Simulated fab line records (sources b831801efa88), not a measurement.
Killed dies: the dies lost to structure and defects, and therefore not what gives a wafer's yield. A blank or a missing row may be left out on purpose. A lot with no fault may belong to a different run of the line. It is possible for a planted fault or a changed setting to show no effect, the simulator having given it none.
Matching of chambers    flow gf180mcu    GF_V3_CMP_04 on cmp-02: 4 sister chambers
The step polishes SiO2. 8 wafers are shown with their chamber, then 12 later ones without.

== WAFERS PAIRED WITH THEIR CHAMBERS ==
wafer   chamber  motor current A (A)  time to endpoint s (s)
L084.5  3        11.5                 80
L086.4  3        11.2                 84
L086.6  0        12.8                 79
L087.1  2        12.0                 70
L087.6  1        13.6                 82
L092.1  2        12.0                 72
L092.2  0        12.5                 67
L092.5  1        13.5                 72

== WAFERS MISSING THEIR CHAMBER ==
wafer   motor current A (A)  time to endpoint s (s)
L093.2  13.6                 76
L093.4  13.0                 78
L093.6  11.3                 78
L094.1  12.6                 71
L094.5  13.1                 78
L094.6  10.9                 80
L096.1  12.6                 69
L096.5  13.2                 78
L096.6  12.7                 71
L097.1  12.1                 72
L097.2  13.3                 71
L097.4  11.6                 78

== THE CHAMBER EACH PASSED THROUGH ==
wafer    from the rows above       in truth
L093.2   1                         1
L093.4   can't be placed: 0 or 1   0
L093.6   3                         3
L094.1   0                         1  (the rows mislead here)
L094.5   can't be placed: 1 or 0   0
L094.6   3                         3
L096.1   0                         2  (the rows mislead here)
L096.5   can't be placed: 1 or 0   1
L096.6   0                         0
L097.1   2                         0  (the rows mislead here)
L097.2   1                         1
L097.4   can't be placed: 3 or 2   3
Correct placement for 5 of the 12. These rows do not allow placing 4 (true chamber among the candidates in 4). Placed wrongly: 3.
How it was worked out, from the rows above alone: a wafer's distance from a chamber is the root of the sum, over the readings, of the square of ((its reading less the chamber's mean) divided by the reading's scatter). The wafer belongs to the nearest chamber; if the next one is less than 2 further off, it can't be placed. The mean given for a chamber averages the wafers shown for that chamber. The scatter: take each reading less its chamber's mean, square it, sum over the shown wafers, divide by the number of wafers less the number of chambers, and take the root.
